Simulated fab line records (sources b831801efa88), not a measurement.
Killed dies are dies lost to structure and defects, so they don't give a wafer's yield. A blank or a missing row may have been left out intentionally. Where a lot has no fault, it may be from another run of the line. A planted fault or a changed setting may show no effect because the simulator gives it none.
Comparing a struck lot with a sound one / flow sky130 / 17 steps out of a route of 708
Sound: the wafers L157.2, L157.5, L157.6. Struck: wafers L150.3, L150.4, L150.6. Last of all comes the cause.
Order at every step that has rows: each side's tool, ch and its chambers, its first start. Under that, the readings that differ: sound wafers / struck wafers / difference of the means / sigmas: that difference in standard deviations of wafers without a fault.
alike: a reading whose means differ by less than 2 such deviations, as well as words and numbers matching on both sides. not compared: withheld readings; readings where some wafer has no value; bounds like >300 that might hide an equal value; numbers whose values overlap and for which the record gives no deviation.
The two part at a step that has a row with sigmas, a row that says differs or no value, or rows on one side only. Numbers that have no deviation but don't overlap get no sigmas and don't part them. A reading that every wafer of one side lacks parts them only if that side has two wafers or more.

SKY_VT_ADJUST_LVTN_OVL_MEAS_07:
  struck on overlay-02, day 8 07:29; sound on overlay-02, day 10 08:37
  alike: VT_ADJUST_LVTN_OVL
next, for these wafers, 1 step has no rows: SKY_VT_ADJUST_LVTN_IMPLANT_08.
SKY_VT_ADJUST_LVTN_STRIP_09: strips in O2/N2.
  sound on plasma-asher-03 ch 0,1, day 10 08:47; struck on plasma-asher-03 ch 0,1, day 8 07:41
  alike: chamber-pressure-mTorr, drypump-motor-current-A, oes-product-au, strip-time-to-endpoint-s
  not compared: rf-hours-counter-h
SKY_VT_ADJUST_LVTN_TW_MEAS_10:
  struck on film-metro-04, day 8 07:46; sound on film-metro-02, day 10 08:54
  alike: VT_ADJUST_LVTN_TW
then, 7 steps without rows for these wafers: SKY_VT_ADJUST_LVTN_DEHYDRATE_11 (time 60 s); SKY_VT_ADJUST_LVTN_HMDS_12 (prime time 60 s); SKY_VT_ADJUST_LVTN_COAT_13 (resist thk 1140 nm); SKY_VT_ADJUST_LVTN_SOFTBAKE_14 (time 60 s); SKY_VT_ADJUST_LVTN_EXPOSE_15 (exposes mask HVN STD DERIVED, target cd 600 nm); SKY_VT_ADJUST_LVTN_PEB_16; SKY_VT_ADJUST_LVTN_DEVELOP_17 (develop time 60 s).
SKY_VT_ADJUST_LVTN_OVL_MEAS_18:
  struck on overlay-01, day 9 04:31; sound on overlay-01, day 11 08:09
  alike: VT_ADJUST_LVTN_01_OVL
SKY_VT_ADJUST_LVTN_IMPLANT_19:
  sound on implanter-03 ch 0, day 11 08:12; struck on implanter-01 ch 0, day 9 04:35
reading=dose-ions-cm2; sound=6.499e+11 6.5e+11 6.508e+11; struck=3.4e+11 3.407e+11 3.399e+11; difference=-3.1e+11; sigmas=-99 or more
reading=faraday-current-uA; sound=3.51 3.67 3.68; struck=1.92 1.90 1.88; difference=-1.72; sigmas=-22
SKY_VT_ADJUST_LVTN_STRIP_20: strips in O2/N2.
  sound on plasma-asher-04 ch 0,1, day 11 08:20; struck on plasma-asher-02 ch 0,1, day 9 04:43
reading=strip-time-to-endpoint-s (s); sound=14.04 14.04 14.09; struck=13.98 13.92 13.95; difference=-0.11; sigmas=-3
  alike: chamber-pressure-mTorr, drypump-motor-current-A, oes-product-au
  not compared: rf-hours-counter-h
SKY_VT_ADJUST_LVTN_TW_MEAS_21:
  struck on film-metro-02, day 9 04:49; sound on film-metro-02, day 11 08:26
reading=VT_ADJUST_LVTN_2_TW; sound=190.8 190.0 189.6; struck=159.3 158.9 159.5; difference=-30.9; sigmas=-24
then, 1 step without rows for these wafers: SKY_VT_ADJUST_NCORE_DEHYDRATE_00 (time 60 s).
-- here the record skips 38 days between the struck wafers' starts before and after, leaving off in module VT_ADJUST_NCORE and picking up in module PAD_OPEN (first step shown: number 708 of the route) --
SKY_PAD_OPEN_PROBE_99:
  struck on prober-01, day 47 07:29; sound on prober-02, day 49 20:05
reading=killed-short; sound=63 51 48; struck=36 37 36; difference=-18; sigmas=-3
reading=model.etest.res-pwell-under-gate.rs-ohm-sq; sound=2302 2319 2313; struck=2327 2322 2354; difference=+23; sigmas=
reading=model.etest.tip_n_5v.rs-ohm-sq; sound=1369 1378 1383; struck=1343 1346 1345; difference=-32; sigmas=
reading=model.etest.nfet_16v.drive-ua-um; sound=220 221.9 223.7; struck=229.1 227.7 227.8; difference=+6.3; sigmas=
reading=model.etest.nfet-g5v0d10v5.body-rise-v (V); sound=0.6782 0.6725 0.6687; struck=0.6207 0.624 0.625; difference=-0.0499; sigmas=
reading=model.etest.nfet_16v.body-rise-v (V); sound=0.6726 0.6691 0.6642; struck=0.6192 0.6181 0.6197; difference=-0.0496; sigmas=
reading=model.etest.nfet-g5v0d10v5.vt-sat-v (V); sound=0.7811 0.7704 0.7729; struck=0.7151 0.7048 0.723; difference=-0.0605; sigmas=
reading=model.etest.nfet-g5v0d10v5.vt-v (V); sound=0.8424 0.831 0.8316; struck=0.7855 0.7798 0.7942; difference=-0.0485; sigmas=
reading=model.etest.nfet_16v.vt-v (V); sound=0.7845 0.7764 0.7722; struck=0.7448 0.7405 0.7437; difference=-0.0347; sigmas=
  alike: killed_at_M0_to_M3, killed_at_M4_up, killed-at-contacts, killed-at-front-end, killed-at-other, killed-dies, killed-open

WHERE THEY PART
First at SKY_VT_ADJUST_LVTN_IMPLANT_19; last, within this record, at SKY_PAD_OPEN_PROBE_99.

WHY: the cause the simulator had injected
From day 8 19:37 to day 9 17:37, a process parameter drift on implanter-01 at SKY_VT_ADJUST_LVTN_IMPLANT_19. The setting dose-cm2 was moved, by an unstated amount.
